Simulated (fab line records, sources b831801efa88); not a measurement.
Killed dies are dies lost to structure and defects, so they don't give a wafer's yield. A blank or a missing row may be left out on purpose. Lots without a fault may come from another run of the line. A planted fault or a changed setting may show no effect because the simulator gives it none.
Split-lot experiment | flow gf180mcu | 5 lots, 23 wafers read, on a route of 602 steps

THE SPLIT
At GF_STI_WET_ETCH_26 (etches SiO2 in dHF, target depth 94 nm, time 188 s), the setting time_s was moved away from the recipe's 188 s on 20 of the 23 wafers read, by -11.1% to +12.7%. The other wafers ran this setting at the recipe's value.

FROM THE SPLIT TO THE READING: what the file shows between them, 1 step
- GF_STI_WET_ETCH_27: etches Si3N4 in H3PO4, target depth 160 nm, time 1825 s

THE READING
SiO2_of_STI_CVD_23.thk_nm (the simulator's own value, which no gauge read), in nm, at GF_STI_WET_ETCH_28 (etches SiO2 in dHF, target depth 20 nm, time 40 s). The file gives no usual value for it. The 3 wafers here that ran the recipe average 403.2 nm, standard deviation 0.047 nm.

wafer  | tool, chamber at the split | time_s as run, s | against the recipe | SiO2_of_STI_CVD_23.thk_nm, nm | against lot-mates on the recipe
L077.1 | -, -                       | 211.8            | +12.7%             | 391                           | no lot-mate on the recipe
L077.2 | -, -                       | 211.8            | +12.7%             | 390.8                         | no lot-mate on the recipe
L077.4 | -, -                       | 211.8            | +12.7%             | 391.7                         | no lot-mate on the recipe
L077.5 | -, -                       | 211.8            | +12.7%             | 391.2                         | no lot-mate on the recipe
L077.6 | -, -                       | 211.8            | +12.7%             | 392.4                         | no lot-mate on the recipe
L079.1 | -, -                       | 167.1            | -11.1%             | 413.8                         | no lot-mate on the recipe
L079.2 | -, -                       | 167.1            | -11.1%             | 417                           | no lot-mate on the recipe
L079.3 | -, -                       | 167.1            | -11.1%             | 413.7                         | no lot-mate on the recipe
L079.4 | -, -                       | 167.1            | -11.1%             | 414.4                         | no lot-mate on the recipe
L079.5 | -, -                       | 167.1            | -11.1%             | 415.6                         | no lot-mate on the recipe
L080.2 | -, -                       | 173.7            | -7.6%              | 411.3                         | no lot-mate on the recipe
L080.3 | -, -                       | 173.7            | -7.6%              | 408.9                         | no lot-mate on the recipe
L080.4 | -, -                       | 173.7            | -7.6%              | 408.3                         | no lot-mate on the recipe
L080.5 | -, -                       | 173.7            | -7.6%              | 410.4                         | no lot-mate on the recipe
L080.6 | -, -                       | 173.7            | -7.6%              | 410.9                         | no lot-mate on the recipe
L081.1 | -, -                       | 173.6            | -7.7%              | 411.1                         | no lot-mate on the recipe
L081.2 | -, -                       | 173.6            | -7.7%              | 409.3                         | no lot-mate on the recipe
L081.3 | -, -                       | 173.6            | -7.7%              | 411                           | no lot-mate on the recipe
L081.4 | -, -                       | 173.6            | -7.7%              | 413.8                         | no lot-mate on the recipe
L081.5 | -, -                       | 173.6            | -7.7%              | 412.3                         | no lot-mate on the recipe
L082.2 | wet_bench-03, 3            | 188              | recipe             | 403.1                         | -
L082.5 | wet_bench-03, 3            | 188              | recipe             | 403.2                         | -
L082.6 | wet_bench-03, 3            | 188              | recipe             | 403.2                         | -

THE FIT
A straight line over all 23 wafers: SiO2_of_STI_CVD_23.thk_nm changes by -0.973 nm for each +1% of time_s; r = -0.99; the points scatter about the line by 1.3 nm.
Too few moved wafers have a lot-mate on the recipe to fit a line with each lot's own level taken away.

THE WHOLE CHAIN: every reading that the file lists as answering this split, in the file's order
step               | what it does                                       | reading                                                                    | change (the file's fit)               | r (the file's)
GF_STI_WET_ETCH_26 | etches SiO2 in dHF, target depth 94 nm, time 188 s | SiO2_of_STI_CVD_23.thk_nm (the simulator's own value, which no gauge read) | -0.961 nm for each +1% of the setting | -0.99
GF_STI_WET_ETCH_28 | etches SiO2 in dHF, target depth 20 nm, time 40 s  | SiO2_of_STI_CVD_23.thk_nm (the simulator's own value, which no gauge read) | -0.973 nm for each +1% of the setting | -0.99

THE FILE'S OWN FIT
SiO2_of_STI_CVD_23.thk_nm changes by -0.973 nm for each +1% of time_s, r = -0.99.
